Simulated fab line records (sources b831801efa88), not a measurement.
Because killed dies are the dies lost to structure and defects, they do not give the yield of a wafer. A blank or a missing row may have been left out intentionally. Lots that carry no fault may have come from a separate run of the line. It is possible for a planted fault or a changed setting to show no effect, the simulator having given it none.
fab line records ; flow sky130
record: lots: 14; wafers: 42; lastDay: 50
route steps=708 shown METAL2@501 CAPM@537 METAL3@564 VIA3@573
lots that met no fault: taken from a fault-free run of the same line
startH: the number of hours between the record's first day and the start of the first shown wafer of the lot ; waitH: how many hours have passed since the lot's step before this one ; " unchanged from the row above ; L1.1+2: a single row standing in for several wafers ; - no value present, or no start provided ; * or withheld: withheld ; < > ~ a bound
route shown NAME@n: NAME is a module with steps in the file, n the number in the route of the first one ; usual: average and standard deviation across the fault-free wafers ; same: alike in all rows ; chamber/n: place in a boat ; sites: per-site readings ; _std_site: the standard deviation of these ; _edge_site: inner sites' mean taken away from outer sites' mean ; radiusMm: for every site, how far away it sits from the centre of the wafer ; mask NAME#n: copy n ; behind: the most recent tool/chamber to have shaped the wafer ; hold: why the lot was held/for how many hours/how that ended ; device: transistor that didn't switch, given as n, p or np ; end of line: the tests these same wafers got at the end of their route ; step lacking rows: just its recipe ; killed: count of dies lost to structure and defects at first sort (not the wafer's yield) ; map: shows each die of a wafer: x if killed, . if not, _ if none is there
set.NAME: the run value of the setting; set.NAME@STEP: its run value at that earlier step ; model.NAME: the simulator's own value behind a step, which no gauge read
route steps across a sampled set of lots; one table per step, one row per wafer
services: when a tool's chamber went out of use (startH, in hours from the record's first day, below 0 if earlier), for how many hours, and the reason
== steps ==
step: SKY_METAL2_ETCH_18
recipe: chemistry: N2/H2; target: BARC; ionEnergyEv: 200; biasW: 100; pressureMtorr: 30; n2FlowSccm: 100; h2FlowSccm: 200; icpW: 500; stopOn: SiO2; timeS: 45.9; targetDepthA: 600
usual: drypumpMotorCurrentA: 5.7/0.52; oesProductAu: 0.855/0.0048; throttleValvePct: 13.223/0.0084
lot.wafer;tool;chamber;startH;waitH;drypumpMotorCurrentA;oesProductAu;rfHoursCounterH;throttleValvePct
L409.1;rieMetal-03;1;833.43;0.0;5.4;0.853;2;13.222
L409.4;rieMetal-03;1;833.43;0.0;5.4;0.860;-;13.218
L409.6;rieMetal-03;1;833.43;0.0;5.4;0.849;-;13.205
L410.2;rieMetal-04;1;835.46;0.0;6.1;0.854;7;13.234
L410.4;rieMetal-04;0;835.46;0.0;6.5;0.867;-;13.212
L410.5;rieMetal-04;0;835.46;0.0;6.5;0.859;-;13.225
L412.2;rieMetal-03;1;857.06;0.0;5.4;0.850;3;13.215
L412.3;rieMetal-03;0;857.06;0.0;4.9;0.848;-;13.220
L412.5;rieMetal-03;0;857.06;0.0;4.9;0.850;-;13.219
L414.1;rieMetal-04;1;863.63;0.0;6.1;0.850;8;13.231
L414.2;rieMetal-04;0;863.63;0.0;6.5;0.860;14;13.231
L414.6;rieMetal-04;1;863.63;0.0;6.1;0.855;-;13.220
L416.1;rieMetal-04;1;875.78;0.1;6.0;0.853;9;13.223
L416.2;rieMetal-04;1;875.78;0.1;6.0;0.851;-;13.229
L416.3;rieMetal-04;1;875.78;0.1;6.0;0.855;-;13.221
L415.2;rieMetal-02;0;877.73;0.1;5.1;0.861;-;13.210
L415.3;rieMetal-02;0;877.73;0.1;5.2;0.854;-;13.227
L415.5;rieMetal-02;0;877.73;0.1;5.1;0.870;-;13.227
L417.1;rieMetal-02;0;886.66;0.1;5.2;0.857;6;13.217
L417.3;rieMetal-02;0;886.66;0.1;5.2;0.854;-;13.221
L417.6;rieMetal-02;0;886.66;0.1;5.2;0.857;-;13.226
L419.1;rieMetal-04;0;904.48;0.0;6.5;0.854;16;13.213
L419.2;rieMetal-04;1;904.48;0.0;6.1;0.853;10;13.217
L419.4;rieMetal-04;0;904.48;0.0;6.5;0.853;-;13.213
L422.3;rieMetal-04;1;921.92;0.0;6.1;0.855;-;13.210
L422.4;rieMetal-04;0;921.92;0.0;6.5;0.848;-;13.236
L422.5;rieMetal-04;0;921.92;0.0;6.5;0.854;-;13.221
L423.1;rieMetal-02;1;928.43;0.0;5.8;0.860;1;13.227
L423.2;rieMetal-02;0;928.43;0.0;5.2;0.854;8;13.230
L423.4;rieMetal-02;0;928.43;0.0;5.1;0.852;-;13.220
L424.1;rieMetal-02;0;934.42;0.0;5.2;0.856;8;13.227
L424.3;rieMetal-02;0;934.42;0.0;5.2;0.858;-;13.231
L424.5;rieMetal-02;0;934.42;0.0;5.2;0.855;-;13.222
L426.3;rieMetal-04;1;944.69;0.1;6.0;0.853;-;13.227
L426.4;rieMetal-04;1;944.69;0.1;6.1;0.863;-;13.229
L426.6;rieMetal-04;1;944.69;0.1;6.0;0.852;-;13.229
L429.2;rieMetal-02;0;964.52;0.0;5.2;0.846;10;13.216
L429.3;rieMetal-02;1;964.52;0.0;5.8;0.852;-;13.224
L429.6;rieMetal-02;0;964.52;0.0;5.1;0.858;-;13.220
L432.3;rieMetal-03;0;989.00;0.0;4.9;0.863;-;13.238
L432.5;rieMetal-03;1;989.00;0.0;5.4;0.856;-;13.225
L432.6;rieMetal-03;0;989.00;0.0;4.9;0.859;-;13.223
step: SKY_CAPM_CVD_00
recipe: material: SiO2; targetThkNm: 15.5; tempC: 400; timeS: withheld; rfW: 450
usual: heaterPowerW: 767/72
lot.wafer;tool;chamber;startH;waitH;heaterPowerW
L409.1;pecvd-04;0;862.44;0.0;856
L409.4;pecvd-04;0;862.44;0.0;840
L409.6;pecvd-04;1;862.44;0.0;815
L410.2;pecvd-01;2;864.70;0.0;833
L410.4;pecvd-01;2;864.70;0.0;873
L410.5;pecvd-01;1;864.70;0.0;822
L412.2;pecvd-02;2;886.27;0.0;776
L412.3;pecvd-02;1;886.27;0.0;682
L412.5;pecvd-02;0;886.27;0.0;611
L414.1;pecvd-02;0;892.36;0.0;675
L414.2;pecvd-02;1;892.36;0.0;638
L414.6;pecvd-02;1;892.36;0.0;647
L416.1;pecvd-01;2;904.30;0.0;743
L416.2;pecvd-01;0;904.30;0.0;822
L416.3;pecvd-01;1;904.30;0.0;762
L415.2;pecvd-04;1;906.49;0.0;788
L415.3;pecvd-04;2;906.49;0.0;713
L415.5;pecvd-04;2;906.49;0.0;745
L417.1;pecvd-02;2;915.14;0.0;800
L417.3;pecvd-02;0;915.14;0.0;661
L417.6;pecvd-02;0;915.14;0.0;662
L419.1;pecvd-02;1;932.77;0.0;779
L419.2;pecvd-02;2;932.77;0.0;749
L419.4;pecvd-02;2;932.77;0.0;774
L422.3;pecvd-04;0;949.42;0.0;846
L422.4;pecvd-04;2;949.42;0.0;668
L422.5;pecvd-04;1;949.42;0.0;784
L423.1;pecvd-04;1;955.96;0.0;793
L423.2;pecvd-04;0;955.96;0.0;784
L423.4;pecvd-04;2;955.96;0.0;611
L424.1;pecvd-01;1;962.10;0.0;728
L424.3;pecvd-01;0;962.10;0.0;851
L424.5;pecvd-01;1;962.10;0.0;745
L426.3;pecvd-04;2;972.37;0.0;702
L426.4;pecvd-04;0;972.37;0.0;687
L426.6;pecvd-04;1;972.37;0.0;728
L429.2;pecvd-01;0;991.30;0.0;835
L429.3;pecvd-01;1;991.30;0.0;862
L429.6;pecvd-01;0;991.30;0.0;848
L432.3;pecvd-04;2;1014.76;0.0;641
L432.5;pecvd-04;2;1014.76;0.0;639
L432.6;pecvd-04;1;1014.76;0.0;778
step: SKY_METAL3_OVL_MEAS_14
usual: METAL3_OVL: 4/6.5
lot.wafer;tool;chamber;startH;waitH;METAL3_OVL[nm]
L409.1;overlay-01;-;914.51;0.1;2
L409.4;overlay-01;-;914.51;0.1;14
L409.6;overlay-01;-;914.51;0.1;17
L410.2;overlay-01;-;916.34;0.1;2
L410.4;overlay-01;-;916.34;0.1;8
L410.5;overlay-01;-;916.34;0.1;-2
L412.2;overlay-01;-;936.92;0.1;-2
L412.3;overlay-01;-;936.92;0.1;12
L412.5;overlay-01;-;936.92;0.1;12
L414.1;overlay-01;-;942.51;0.1;1
L414.2;overlay-01;-;942.51;0.1;9
L414.6;overlay-01;-;942.51;0.1;7
L416.1;overlay-01;-;953.86;0.1;0
L416.2;overlay-01;-;953.86;0.1;-1
L416.3;overlay-01;-;953.86;0.1;6
L415.2;overlay-02;-;955.77;0.1;-1
L415.3;overlay-02;-;955.77;0.1;17
L415.5;overlay-02;-;955.77;0.1;13
L417.1;overlay-01;-;964.76;0.1;-2
L417.3;overlay-01;-;964.76;0.1;-5
L417.6;overlay-01;-;964.76;0.1;5
L419.1;overlay-01;-;981.53;0.1;-2
L419.2;overlay-01;-;981.53;0.1;14
L419.4;overlay-01;-;981.53;0.1;19
L422.3;overlay-01;-;997.20;0.1;6
L422.4;overlay-01;-;997.20;0.1;0
L422.5;overlay-01;-;997.20;0.1;-1
L423.1;overlay-02;-;1004.63;0.1;-6
L423.2;overlay-02;-;1004.63;0.1;9
L423.4;overlay-02;-;1004.63;0.1;7
L424.1;overlay-02;-;1009.66;0.1;-6
L424.3;overlay-02;-;1009.66;0.1;-10
L424.5;overlay-02;-;1009.66;0.1;-9
L426.3;overlay-02;-;1020.33;0.1;6
L426.4;overlay-02;-;1020.33;0.1;8
L426.6;overlay-02;-;1020.33;0.1;7
L429.2;overlay-01;-;1037.62;0.1;26
L429.3;overlay-01;-;1037.62;0.1;5
L429.6;overlay-01;-;1037.62;0.1;9
L432.3;overlay-02;-;1060.18;0.1;3
L432.5;overlay-02;-;1060.18;0.1;9
L432.6;overlay-02;-;1060.18;0.1;6
step: SKY_VIA3_HDPCVD_00
recipe: material: SiO2; targetThkNm: 1635; sigmaOpenFrac: 0.3; timeS: 272.5; tempC: 400; sih4FlowSccm: 60; pressureMtorr: 6
lot.wafer;tool;chamber;startH;waitH
L409.1+4+6;hdpcvd-01;0,1,2;915.51;0.0
L410.2+4+5;hdpcvd-01;2,0,1;917.29;0.0
L412.2+3+5;hdpcvd-02;1;937.88;0.0
L414.1+2+6;hdpcvd-01;0,1,2;943.47;0.0
L416.1+2+3;hdpcvd-02;2,0,1;954.82;0.0
L415.2+3+5;hdpcvd-02;2,0,2;956.81;0.0
L417.1+3+6;hdpcvd-02;1,0,1;966.15;0.0
L419.1+2+4;hdpcvd-02;2,1,1;982.54;0.0
L422.3+4+5;hdpcvd-02;2,0,2;998.14;0.0
L423.1+2+4;hdpcvd-01;0,1,1;1005.59;0.0
L424.1+3+5;hdpcvd-02;2,1,0;1010.62;0.0
L426.3+4+6;hdpcvd-02;0,1,0;1021.36;0.1
L429.2+3+6;hdpcvd-01;2,1,2;1038.57;0.0
L432.3+5+6;hdpcvd-01;1,1,0;1061.16;0.0
step: SKY_VIA3_THK_MEAS_01
recipe: reads: SiO2_of_VIA3_HDPCVD_00
usual: VIA3_HDPCVD_THK: 1630/18
lot.wafer;tool;chamber;startH;waitH;VIA3_HDPCVD_THK[nm]
L409.1;filmMetro-01;-;915.68;0.1;1641
L409.4;filmMetro-01;-;915.68;0.1;1600
L409.6;filmMetro-01;-;915.68;0.1;1630
L410.2;filmMetro-03;-;917.47;0.1;1617
L410.4;filmMetro-03;-;917.47;0.1;1662
L410.5;filmMetro-03;-;917.47;0.1;1623
L412.2;filmMetro-01;-;938.14;0.2;1647
L412.3;filmMetro-01;-;938.14;0.2;1652
L412.5;filmMetro-01;-;938.14;0.2;1653
L414.1;filmMetro-03;-;943.64;0.1;1632
L414.2;filmMetro-03;-;943.64;0.1;1593
L414.6;filmMetro-03;-;943.64;0.1;1601
L416.1;filmMetro-03;-;954.99;0.1;1632
L416.2;filmMetro-03;-;954.99;0.1;1625
L416.3;filmMetro-03;-;954.99;0.1;1638
L415.2;filmMetro-01;-;956.99;0.1;1641
L415.3;filmMetro-01;-;956.99;0.1;1616
L415.5;filmMetro-01;-;956.99;0.1;1643
L417.1;filmMetro-01;-;966.32;0.1;1638
L417.3;filmMetro-01;-;966.32;0.1;1617
L417.6;filmMetro-01;-;966.32;0.1;1613
L419.1;filmMetro-01;-;982.70;0.1;1646
L419.2;filmMetro-01;-;982.70;0.1;1643
L419.4;filmMetro-01;-;982.70;0.1;1647
L422.3;filmMetro-01;-;998.33;0.1;1641
L422.4;filmMetro-01;-;998.33;0.1;1629
L422.5;filmMetro-01;-;998.33;0.1;1647
L423.1;filmMetro-02;-;1005.76;0.1;1609
L423.2;filmMetro-02;-;1005.76;0.1;1625
L423.4;filmMetro-02;-;1005.76;0.1;1653
L424.1;filmMetro-01;-;1010.79;0.1;1097
L424.3;filmMetro-01;-;1010.79;0.1;1076
L424.5;filmMetro-01;-;1010.79;0.1;1061
L426.3;filmMetro-01;-;1021.55;0.1;1061
L426.4;filmMetro-01;-;1021.55;0.1;1068
L426.6;filmMetro-01;-;1021.55;0.1;1027
L429.2;filmMetro-03;-;1038.75;0.1;1643
L429.3;filmMetro-03;-;1038.75;0.1;1656
L429.6;filmMetro-03;-;1038.75;0.1;1626
L432.3;filmMetro-02;-;1061.35;0.1;1640
L432.5;filmMetro-02;-;1061.35;0.1;1651
L432.6;filmMetro-02;-;1061.35;0.1;1636
== services ==
tool;chamber;startH;hours;kind
hdpcvd-02;-;815.68;5.0;repair
rieMetal-04;-;818.39;2.8;pm
hdpcvd-02;0;825.36;33.9;repair
hdpcvd-02;-;850.73;2.7;repair
pecvd-01;0;856.77;31.4;repair
pecvd-01;-;857.58;1.6;repair
rieMetal-03;-;863.70;2.3;repair
pecvd-02;-;867.70;1.0;repair
rieMetal-04;0;874.06;3.7;repair
rieMetal-02;-;874.54;2.8;pm
hdpcvd-01;0;882.76;2.9;repair
pecvd-01;-;885.47;2.8;pm
hdpcvd-01;-;900.32;3.1;repair
rieMetal-02;-;901.49;0.2;repair
pecvd-01;0;909.07;5.7;repair
hdpcvd-02;0;918.32;19.8;repair
hdpcvd-01;-;950.25;15.0;pm
hdpcvd-01;2;952.02;10.2;repair
pecvd-04;-;966.55;0.5;repair
rieMetal-02;-;994.70;0.3;repair
pecvd-02;-;1005.24;0.9;repair
pecvd-02;-;1016.24;2.8;repair
hdpcvd-02;2;1017.12;15.9;repair
pecvd-01;1;1032.69;24.3;repair
== key ==
firstSign: step: SKY_VIA3_THK_MEAS_01; reading: VIA3_HDPCVD_THK; direction: down; sigmas: 32; usual: 1630; struck: 1065
effect none on later readings
metAt SKY_VIA3_HDPCVD_00
struckLots L424,L426
sortLeftOut L424.1,L424.3,L424.5,L426.3,L426.4,L426.6
notActingAt SKY_METAL2_ETCH_18,SKY_CAPM_CVD_00,SKY_METAL3_OVL_MEAS_14
onsetBetween 998.14 1010.62
earlierFault: kind: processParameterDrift; tool: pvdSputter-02; chamber: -; onsetH: 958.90; steps: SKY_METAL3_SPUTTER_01; channel: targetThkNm; offset: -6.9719; shape: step; actsIn: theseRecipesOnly; stated: 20
fault: kind: processParameterDrift; tool: hdpcvd-02; chamber: -; onsetH: 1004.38; steps: SKY_VIA3_HDPCVD_00; channel: targetThkNm; offset: -571.62; shape: step; actsIn: theseRecipesOnly; stated: 1635
sortLeftOut: the simulated sort isn't trusted on such a fault, so these wafers' sort isn't shown, and their yield isn't known
